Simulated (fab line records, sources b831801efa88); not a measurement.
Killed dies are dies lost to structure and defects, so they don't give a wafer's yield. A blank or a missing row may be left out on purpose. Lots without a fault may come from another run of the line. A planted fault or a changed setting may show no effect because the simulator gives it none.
fab line records | flow sky130 | part 1 of 2: steps 1 to 28 of 39
record lots=5 wafers=15 last_day=48
route steps=708 shown FIELD_ISO@24 NWELL@32 DNWELL@35 PWDE@45
lots that met no fault: from a run of the same line without faults
start_h: hours from the record's first day to the start of the lot's first wafer shown | wait_h: hours since the lot's step before | " the same as in the row above | L1.1+2: a row that stands for several wafers | - no value, or no start given | * or withheld: withheld | < > ~ a bound
route shown NAME@n: a module of which the file shows steps, and the number in the route of the first | usual: mean/standard deviation of fault-free wafers | same: alike in all rows | chamber/n: place in a boat | sites: the reading at each site | _std_site: their standard deviation | _edge_site: outer sites' mean less inner sites' | radius_mm: how far each site lies from the wafer's centre | mask NAME#n: copy n | behind: the tool/chamber that last shaped the wafer | hold: why the lot was held/for how many hours/how that ended | device: the transistor (n, p or np) that didn't switch | end of line: the same wafers' tests at the end of the route | a step without rows: its recipe alone | killed: dies lost to structure and defects at the first sort, not the wafer's yield | map: a wafer's dies, x killed, . not, _ none there
set.NAME: the setting as run; set.NAME@STEP: as run at that earlier step | model.NAME: the simulator's own value behind a step, which no gauge read
lots at some steps of the route; a table a step, a row a wafer
services: from which hour (start_h, from the record's first day; less than 0 if before it) a tool's chamber was out of use, for how many hours, and why
## steps
# step SKY_FIELD_ISO_THK_MEAS_23
# recipe reads=SiO2_of_FIELD_ISO_OXIDATION_22
# usual FIELD_ISO_OXIDATION_01_THK=9.94/0.18
# columns lot.wafer tool chamber start_h wait_h FIELD_ISO_OXIDATION_01_THK[nm]
L078.2 film_metro-01 - 53.81 0.0 9.87
L078.3 " - " " 9.78
L078.6 " - " " 9.79
L084.2 film_metro-04 - 82.63 0.0 10.00
L084.3 " - " " 9.81
L084.4 " - " " 10.01
L085.2 film_metro-04 - 88.99 0.0 10.08
L085.3 " - " " 10.16
L085.4 " - " " 10.10
L086.3 film_metro-04 - 91.69 0.0 9.88
L086.4 " - " " 10.05
L086.6 " - " " 10.13
L087.1 film_metro-04 - 98.66 0.0 9.66
L087.4 " - " " 9.72
L087.6 " - " " 9.79
# step SKY_FIELD_ISO_CVD_24
# recipe material=SiO2 target_thk_nm=595 temp_c=650 sigma_open_frac=0.3 time_s=99.2 sih4_flow_sccm=60 pressure_mtorr=6
# usual sih4_flow_sccm=59.99/0.16
# columns lot.wafer tool chamber start_h wait_h sih4_flow_sccm
L078.2 hdpcvd-01 1 53.86 0.0 60.00
L078.3 " 2 " " 59.99
L078.6 " 1 " " 59.89
L084.2 hdpcvd-01 0 82.68 0.0 60.18
L084.3 " 0 " " 60.24
L084.4 " 1 " " 60.20
L085.2 hdpcvd-02 2 89.04 0.0 59.89
L085.3 " 0 " " 59.93
L085.4 " 0 " " 59.95
L086.3 hdpcvd-02 0 91.73 0.0 60.19
L086.4 " 1 " " 60.21
L086.6 " 2 " " 60.26
L087.1 hdpcvd-01 2 98.72 0.1 60.14
L087.4 " 0 " " 59.93
L087.6 " 1 " " 59.78
# step SKY_FIELD_ISO_THK_MEAS_25
# recipe reads=SiO2_of_FIELD_ISO_CVD_24
# usual FIELD_ISO_CVD_24_THK=596/6.7
# columns lot.wafer tool chamber start_h wait_h FIELD_ISO_CVD_24_THK[nm]
L078.2 film_metro-04 - 53.94 0.0 601
L078.3 " - " " 609
L078.6 " - " " 606
L084.2 film_metro-03 - 82.80 0.1 601
L084.3 " - " " 604
L084.4 " - " " 608
L085.2 film_metro-01 - 89.13 0.0 595
L085.3 " - " " 592
L085.4 " - " " 596
L086.3 film_metro-01 - 91.82 0.1 600
L086.4 " - " " 593
L086.6 " - " " 584
L087.1 film_metro-03 - 98.79 0.0 598
L087.4 " - " " 586
L087.6 " - " " 602
# step SKY_FIELD_ISO_ANNEAL_26
# recipe temp_c=1000 time_s=1800 ambient=N2
# usual tube_center_temp_C_max=1002.6/0.44 zone_power_centre_pct=24.6/0.46
# columns lot.wafer tool chamber start_h wait_h tube_center_temp_C_max zone_power_centre_pct
L078.2 furnace-02 0 53.99 0.0 1003.1 24.9
L078.3 " 0 " " 1003.1 25.1
L078.6 " 0 " " 1002.5 25.1
L084.2 furnace-01 0 82.85 0.0 1002.9 24.0
L084.3 " 0 " " 1002.8 24.4
L084.4 " 0 " " 1002.5 24.2
L085.2 furnace-02 0 90.39 1.3 1003.7 25.3
L085.3 " 0 " " 1002.5 25.5
L085.4 " 0 " " 1002.4 24.7
L086.3 furnace-02 0 91.89 0.1 1002.7 25.4
L086.4 " 0 " " 1002.7 25.0
L086.6 " 0 " " 1002.1 25.2
L087.1 furnace-01 0 98.85 0.1 1002.2 24.6
L087.4 " 0 " " 1002.6 24.3
L087.6 " 0 " " 1002.3 24.4
# step SKY_FIELD_ISO_CMP_27
# recipe stop_on=Si3N4 t_overpolish_s=16 down_force_psi=4 platen_rpm=60 target_thk_nm=457.8 pad_velocity_m_s=0.94248
# usual motor_current_A=12.8/1.3 overpolish_run_s=16.001/0.0093 time_to_endpoint_s=113/5.8
# columns lot.wafer tool chamber start_h wait_h motor_current_A overpolish_run_s time_to_endpoint_s
L078.3 cmp-01 3 55.59 0.1 13.9 15.987 112
L078.2 " 0 " " 10.9 16.002 120
L078.6 " 2 " " 14.2 15.992 121
L084.4 cmp-01 1 84.35 0.0 12.7 15.985 106
L084.3 " 3 " " 14.2 15.999 112
L084.2 " 0 " " 10.5 16.014 123
L085.3 cmp-01 2 91.89 0.0 13.9 15.986 113
L085.2 " 3 " " 13.9 15.998 106
L085.4 " 1 " " 12.1 16.004 99
L086.3 cmp-02 1 93.49 0.1 12.0 15.995 113
L086.4 " 2 " " 11.3 16.009 117
L086.6 " 3 " " 13.2 15.991 106
L087.4 cmp-02 2 100.45 0.1 11.6 15.993 118
L087.1 " 3 " " 12.7 16.005 111
L087.6 " 0 " " 13.3 16.028 114
# step SKY_FIELD_ISO_WET_ETCH_28
# recipe chemistry=dHF target_depth_nm=23.7 target=SiO2 dilution=10:1 temp_c=25 time_s=47
# columns lot.wafer tool chamber start_h wait_h
L078.2+3+6 wet_bench-01 1 55.79 0.1
L084.2+3+4 wet_bench-03 0 84.65 0.1
L085.2+3+4 wet_bench-03 0 92.19 0.2
L086.3+4+6 wet_bench-04 1 93.69 0.1
L087.1+4+6 wet_bench-04 2 100.65 0.1
# step SKY_FIELD_ISO_WET_ETCH_29
# recipe chemistry=H3PO4 target_depth_nm=160 target=Si3N4 temp_c=160 time_s=1825
# columns lot.wafer tool chamber start_h wait_h
L078.2+3+6 wet_bench-03 2 55.82 0.0
L084.2+3+4 wet_bench-01 2 84.67 0.0
L085.2+3+4 wet_bench-04 0 92.22 0.0
L086.3+4+6 wet_bench-01 2 93.72 0.0
L087.1+4+6 wet_bench-03 3 100.68 0.0
# step SKY_FIELD_ISO_WET_ETCH_30
# recipe chemistry=dHF target_depth_nm=25 target=SiO2 dilution=10:1 temp_c=25 time_s=50
# columns lot.wafer tool chamber start_h wait_h
L078.2+3+6 wet_bench-04 1 56.33 0.0
L084.2+3+4 wet_bench-01 3 85.19 0.0
L085.2+3+4 wet_bench-01 1 92.78 0.0
L086.3+4+6 wet_bench-03 1 94.23 0.0
L087.1+4+6 wet_bench-01 2 101.24 0.0
# step SKY_NWELL_CLEAN_00
# recipe chemistry=SC1/SC2 mix=1:4:20 temp_c=70 time_s=150 dry=n2_spin
# columns lot.wafer tool chamber start_h wait_h
L078.2+3+6 wet_bench-01 2 56.35 0.0
L084.2+3+4 wet_bench-01 0 85.21 0.0
L085.2+3+4 wet_bench-03 0 92.80 0.0
L086.3+4+6 wet_bench-01 3 94.25 0.0
L087.1+4+6 wet_bench-04 3 101.26 0.0
# step SKY_NWELL_OXIDATION_01
# recipe temp_c=900 ambient=O2 stabilise_s=600 purge_s=300 target_thk_a=100 ox_time_s=1418
# usual tube_center_temp_C_max=902.4/0.38 zone_power_centre_pct=19.5/0.36
# columns lot.wafer tool chamber start_h wait_h tube_center_temp_C_max zone_power_centre_pct
L078.2 furnace-01 0 56.63 0.2 902.6 19.3
L078.3 " 0 " " 902.3 19.1
L078.6 " 0 " " 902.2 19.1
L084.2 furnace-01 0 87.76 2.5 901.6 19.1
L084.3 " 0 " " 902.4 19.0
L084.4 " 0 " " 902.7 19.1
L085.2 furnace-02 0 93.39 0.5 901.8 19.8
L085.3 " 0 " " 902.0 19.9
L085.4 " 0 " " 902.9 20.0
L086.3 furnace-01 0 94.59 0.3 902.7 19.1
L086.4 " 0 " " 903.2 19.2
L086.6 " 0 " " 902.5 19.2
L087.1 furnace-01 0 101.31 0.0 901.9 19.2
L087.4 " 0 " " 902.2 18.9
L087.6 " 0 " " 902.3 19.0
# step SKY_NWELL_THK_MEAS_02
# recipe reads=SiO2_of_NWELL_OXIDATION_01
# usual NWELL_OXIDATION_THK=9.97/0.18
# columns lot.wafer tool chamber start_h wait_h NWELL_OXIDATION_THK[nm]
L078.2 film_metro-02 - 58.04 0.0 10.02
L078.3 " - " " 10.06
L078.6 " - " " 10.04
L084.2 film_metro-04 - 89.16 0.0 10.02
L084.3 " - " " 10.00
L084.4 " - " " 9.98
L085.2 film_metro-03 - 94.80 0.0 9.90
L085.3 " - " " 9.96
L085.4 " - " " 9.93
L086.3 film_metro-02 - 96.01 0.0 10.09
L086.4 " - " " 10.06
L086.6 " - " " 10.03
L087.1 film_metro-03 - 102.71 0.0 9.69
L087.4 " - " " 9.79
L087.6 " - " " 9.66
# step SKY_DNWELL_DEHYDRATE_00
# recipe temp_c=200 time_s=60
# usual resist_line_temp_C=23.00/0.12
# columns lot.wafer tool chamber start_h wait_h resist_line_temp_C
L078.2 litho_track-01 0 65.33 7.3 23.27
L078.3 " 0 " " 23.20
L078.6 " 0 " " 23.21
L084.2 litho_track-02 0 97.44 8.3 22.96
L084.3 " 0 " " 22.95
L084.4 " 0 " " 22.82
L085.2 litho_track-04 0 102.70 7.9 23.13
L085.3 " 0 " " 23.12
L085.4 " 0 " " 22.93
L086.3 litho_track-02 0 104.17 8.2 23.12
L086.4 " 0 " " 23.05
L086.6 " 0 " " 23.16
L087.1 litho_track-01 0 111.41 8.7 22.85
L087.4 " 0 " " 23.00
L087.6 " 0 " " 23.03
# step SKY_DNWELL_HMDS_01
# recipe prime_time_s=60 prime_temp_c=120
# usual resist_line_temp_C=23.01/0.099
# columns lot.wafer tool chamber start_h wait_h resist_line_temp_C
L078.2 litho_track-01 0 65.48 0.1 23.20
L078.3 " 0 " " 23.09
L078.6 " 0 " " 23.01
L084.2 litho_track-02 0 97.59 0.1 22.95
L084.3 " 0 " " 23.18
L084.4 " 0 " " 23.18
L085.2 litho_track-04 0 102.85 0.1 23.13
L085.3 " 0 " " 23.08
L085.4 " 0 " " 23.04
L086.3 litho_track-02 0 104.32 0.1 23.04
L086.4 " 0 " " 23.00
L086.6 " 0 " " 23.09
L087.1 litho_track-01 0 111.56 0.1 23.01
L087.4 " 0 " " 23.06
L087.6 " 0 " " 23.21
# step SKY_DNWELL_COAT_02
# recipe spin_rpm=2000 resist_thk_nm=3000
# usual resist_line_temp_C=22.99/0.097
# columns lot.wafer tool chamber start_h wait_h resist_line_temp_C
L078.2 litho_track-01 0 65.63 0.1 23.13
L078.3 " 0 " " 23.21
L078.6 " 0 " " 22.97
L084.2 litho_track-02 0 97.74 0.1 22.98
L084.3 " 0 " " 23.13
L084.4 " 0 " " 22.99
L085.2 litho_track-04 0 103.00 0.1 23.01
L085.3 " 0 " " 23.12
L085.4 " 0 " " 23.00
L086.3 litho_track-02 0 104.47 0.1 23.05
L086.4 " 0 " " 23.05
L086.6 " 0 " " 22.85
L087.1 litho_track-01 0 111.71 0.1 23.12
L087.4 " 0 " " 23.01
L087.6 " 0 " " 22.84
# step SKY_DNWELL_SOFTBAKE_03
# recipe temp_c=110 time_s=withheld
# usual resist_line_temp_C=22.99/0.1
# columns lot.wafer tool chamber start_h wait_h resist_line_temp_C
L078.2 litho_track-01 0 65.79 0.1 23.01
L078.3 " 0 " " 22.91
L078.6 " 0 " " 23.17
L084.2 litho_track-02 0 97.90 0.1 22.87
L084.3 " 0 " " 22.84
L084.4 " 0 " " 22.77
L085.2 litho_track-04 0 103.16 0.1 23.00
L085.3 " 0 " " 23.02
L085.4 " 0 " " 22.99
L086.3 litho_track-02 0 104.64 0.1 22.95
L086.4 " 0 " " 22.88
L086.6 " 0 " " 22.88
L087.1 litho_track-01 0 111.86 0.1 22.87
L087.4 " 0 " " 22.92
L087.6 " 0 " " 22.75
# step SKY_DNWELL_EXPOSE_04
# recipe mask_id=DNM na=0.57 target_cd_nm=3000 dose_mj=222
# columns lot.wafer tool chamber start_h wait_h mask
L078.2+3+6 iline_stepper-01 0 - - DNM#0
L084.2+3+4 iline_stepper-02 0 - - DNM#0
L085.2+3+4 iline_stepper-01 0 - - DNM#0
L086.3+4+6 iline_stepper-01 0 - - DNM#0
L087.1+4+6 iline_stepper-02 0 - - DNM#0
# step SKY_DNWELL_PEB_05
# recipe temp_c=115 time_s=withheld
# usual resist_line_temp_C=22.99/0.11
# columns lot.wafer tool chamber start_h wait_h resist_line_temp_C
L078.2 litho_track-01 0 - - 23.05
L078.3 " 0 " " 22.96
L078.6 " 0 " " 23.12
L084.2 litho_track-02 0 - - 22.90
L084.3 " 0 " " 23.02
L084.4 " 0 " " 22.85
L085.2 litho_track-04 0 - - 23.01
L085.3 " 0 " " 23.06
L085.4 " 0 " " 23.04
L086.3 litho_track-04 0 - - 23.05
L086.4 " 0 " " 23.07
L086.6 " 0 " " 23.00
L087.1 litho_track-04 0 - - 23.04
L087.4 " 0 " " 22.97
L087.6 " 0 " " 22.85
# step SKY_DNWELL_DEVELOP_06
# recipe wall_angle_deg=90 developer=TMAH develop_time_s=60 dev_temp_c=23
# usual resist_line_temp_C=23.02/0.1
# columns lot.wafer tool chamber start_h wait_h resist_line_temp_C
L078.2 litho_track-01 0 - - 22.97
L078.3 " 0 " " 22.91
L078.6 " 0 " " 23.03
L084.2 litho_track-02 0 - - 23.08
L084.3 " 0 " " 23.05
L084.4 " 0 " " 23.05
L085.2 litho_track-04 0 - - 22.93
L085.3 " 0 " " 23.02
L085.4 " 0 " " 23.04
L086.3 litho_track-04 0 - - 23.10
L086.4 " 0 " " 23.11
L086.6 " 0 " " 23.04
L087.1 litho_track-04 0 - - 22.99
L087.4 " 0 " " 22.91
L087.6 " 0 " " 23.10
# step SKY_DNWELL_IMPLANT_07
# recipe species=P energy_kev=withheld dose_cm2=withheld tilt_deg=withheld
# columns lot.wafer tool chamber start_h wait_h
L078.2+3+6 implanter-02 0 73.53 -
L084.2+3+4 implanter-01 0 106.44 -
L085.2+3+4 implanter-02 0 112.90 -
L086.3+4+6 implanter-02 0 113.63 -
L087.1+4+6 implanter-01 0 121.13 -
# step SKY_DNWELL_STRIP_08
# recipe chemistry=O2/N2 power_w=1400 pressure_mtorr=1500 platen_temp_c=withheld o2_flow_sccm=3000 n2_flow_sccm=300 overash_fraction=0.5
# usual drypump_motor_current_A=5.6/0.56 oes_product_au=0.722/0.0046 strip_time_to_endpoint_s=36.94/0.14
# columns lot.wafer tool chamber start_h wait_h drypump_motor_current_A oes_product_au rf_hours_counter_h strip_time_to_endpoint_s
L078.2 plasma_asher-03 1 73.66 0.1 5.5 0.725 39 37.15
L078.3 " 1 " " 5.5 0.720 - 37.04
L078.6 " 0 " " 5.1 0.719 - 36.97
L084.2 plasma_asher-03 0 106.57 0.1 5.1 0.731 43 37.11
L084.3 " 0 " " 5.1 0.721 - 36.94
L084.4 " 1 " " 5.5 0.718 - 37.01
L085.2 plasma_asher-01 1 113.03 0.1 5.0 0.718 30 36.91
L085.3 " 1 " " 5.0 0.721 - 36.89
L085.4 " 0 " " 5.4 0.716 - 36.93
L086.3 plasma_asher-03 0 113.76 0.1 5.1 0.725 - 36.79
L086.4 " 1 " " 5.5 0.712 - 36.81
L086.6 " 0 " " 5.0 0.731 - 36.85
L087.1 plasma_asher-01 1 121.28 0.1 5.0 0.724 31 37.20
L087.4 " 1 " " 5.0 0.723 - 37.18
L087.6 " 0 " " 5.4 0.726 - 37.07
# step SKY_DNWELL_TW_MEAS_09
# usual DNWELL_TW=1101/11
# columns lot.wafer tool chamber start_h wait_h DNWELL_TW
L078.2 film_metro-02 - 73.77 0.1 1101
L078.3 " - " " 1108
L078.6 " - " " 1103
L084.2 film_metro-03 - 106.68 0.1 1091
L084.3 " - " " 1093
L084.4 " - " " 1085
L085.2 film_metro-03 - 113.14 0.1 1088
L085.3 " - " " 1085
L085.4 " - " " 1087
L086.3 film_metro-04 - 113.90 0.1 1105
L086.4 " - " " 1102
L086.6 " - " " 1111
L087.1 film_metro-04 - 121.38 0.1 1115
L087.4 " - " " 1114
L087.6 " - " " 1112
# step SKY_PWDE_DEHYDRATE_00
# recipe temp_c=200 time_s=60
# usual resist_line_temp_C=23.01/0.093
# columns lot.wafer tool chamber start_h wait_h resist_line_temp_C
L078.2 litho_track-01 0 81.53 7.8 23.14
L078.3 " 0 " " 22.96
L078.6 " 0 " " 22.96
L084.2 litho_track-03 0 115.34 8.7 23.13
L084.3 " 0 " " 22.88
L084.4 " 0 " " 22.87
L085.2 litho_track-03 0 121.84 8.7 22.94
L085.3 " 0 " " 22.86
L085.4 " 0 " " 23.02
L086.3 litho_track-02 0 121.97 8.1 22.85
L086.4 " 0 " " 22.95
L086.6 " 0 " " 22.93
L087.1 litho_track-01 0 130.51 9.1 23.04
L087.4 " 0 " " 23.00
L087.6 " 0 " " 23.05
# step SKY_PWDE_HMDS_01
# recipe prime_time_s=60 prime_temp_c=120
# usual resist_line_temp_C=23.00/0.11
# columns lot.wafer tool chamber start_h wait_h resist_line_temp_C
L078.2 litho_track-01 0 81.68 0.1 23.03
L078.3 " 0 " " 22.90
L078.6 " 0 " " 22.88
L084.2 litho_track-03 0 115.49 0.1 23.01
L084.3 " 0 " " 23.29
L084.4 " 0 " " 22.98
L085.2 litho_track-03 0 121.99 0.1 23.05
L085.3 " 0 " " 23.25
L085.4 " 0 " " 23.08
L086.3 litho_track-02 0 122.12 0.1 23.07
L086.4 " 0 " " 23.09
L086.6 " 0 " " 23.10
L087.1 litho_track-01 0 130.66 0.1 23.06
L087.4 " 0 " " 23.23
L087.6 " 0 " " 23.03
# step SKY_PWDE_COAT_02
# recipe spin_rpm=2000 resist_thk_nm=3000
# usual resist_line_temp_C=22.97/0.12
# columns lot.wafer tool chamber start_h wait_h resist_line_temp_C
L078.2 litho_track-01 0 81.83 0.1 22.91
L078.3 " 0 " " 22.91
L078.6 " 0 " " 23.11
L084.2 litho_track-03 0 115.64 0.1 22.83
L084.3 " 0 " " 23.09
L084.4 " 0 " " 23.04
L085.2 litho_track-03 0 122.14 0.1 22.94
L085.3 " 0 " " 22.93
L085.4 " 0 " " 22.92
L086.3 litho_track-02 0 122.27 0.1 23.13
L086.4 " 0 " " 23.25
L086.6 " 0 " " 23.08
L087.1 litho_track-01 0 130.81 0.1 23.05
L087.4 " 0 " " 23.07
L087.6 " 0 " " 22.94
# step SKY_PWDE_SOFTBAKE_03
# recipe temp_c=110 time_s=withheld
# usual resist_line_temp_C=22.99/0.11
# columns lot.wafer tool chamber start_h wait_h resist_line_temp_C
L078.2 litho_track-01 0 81.99 0.1 23.14
L078.3 " 0 " " 22.90
L078.6 " 0 " " 23.11
L084.2 litho_track-03 0 115.80 0.1 23.12
L084.3 " 0 " " 23.01
L084.4 " 0 " " 22.97
L085.2 litho_track-03 0 122.30 0.1 23.05
L085.3 " 0 " " 23.01
L085.4 " 0 " " 23.05
L086.3 litho_track-02 0 122.44 0.1 22.81
L086.4 " 0 " " 22.92
L086.6 " 0 " " 23.14
L087.1 litho_track-01 0 130.96 0.1 23.04
L087.4 " 0 " " 22.86
L087.6 " 0 " " 23.11
# step SKY_PWDE_EXPOSE_04
# recipe mask_id=PWDEM na=0.6 source_shape=conventional sigma_outer=0.6 polarization=unpolarized target_cd_nm=840 dose_mj=214
# columns lot.wafer tool chamber start_h wait_h mask
L078.2+3+6 iline_stepper-02 0 - - PWDEM#0
L084.2+3+4 iline_stepper-01 0 - - PWDEM#0
L085.2+3+4 iline_stepper-02 0 - - PWDEM#0
L086.3+4+6 iline_stepper-01 0 - - PWDEM#0
L087.1+4+6 iline_stepper-01 0 - - PWDEM#0
# step SKY_PWDE_PEB_05
# recipe temp_c=115 time_s=withheld
# usual resist_line_temp_C=23.01/0.097
# columns lot.wafer tool chamber start_h wait_h resist_line_temp_C
L078.2 litho_track-01 0 - - 22.94
L078.3 " 0 " " 22.89
L078.6 " 0 " " 22.88
L084.2 litho_track-02 0 - - 23.09
L084.3 " 0 " " 22.90
L084.4 " 0 " " 23.05
L085.2 litho_track-03 0 - - 23.14
L085.3 " 0 " " 23.05
L085.4 " 0 " " 22.97
L086.3 litho_track-03 0 - - 23.02
L086.4 " 0 " " 23.05
L086.6 " 0 " " 22.92
L087.1 litho_track-02 0 - - 23.09
L087.4 " 0 " " 22.80
L087.6 " 0 " " 22.95
# step SKY_PWDE_DEVELOP_06
# recipe wall_angle_deg=90 developer=TMAH develop_time_s=60 dev_temp_c=23
# usual resist_line_temp_C=23.00/0.11
# columns lot.wafer tool chamber start_h wait_h resist_line_temp_C
L078.2 litho_track-01 0 - - 22.74
L078.3 " 0 " " 22.95
L078.6 " 0 " " 22.98
L084.2 litho_track-02 0 - - 23.03
L084.3 " 0 " " 23.10
L084.4 " 0 " " 23.13
L085.2 litho_track-03 0 - - 22.89
L085.3 " 0 " " 22.85
L085.4 " 0 " " 23.09
L086.3 litho_track-03 0 - - 23.10
L086.4 " 0 " " 23.12
L086.6 " 0 " " 22.95
L087.1 litho_track-02 0 - - 22.99
L087.4 " 0 " " 22.94
L087.6 " 0 " " 22.97
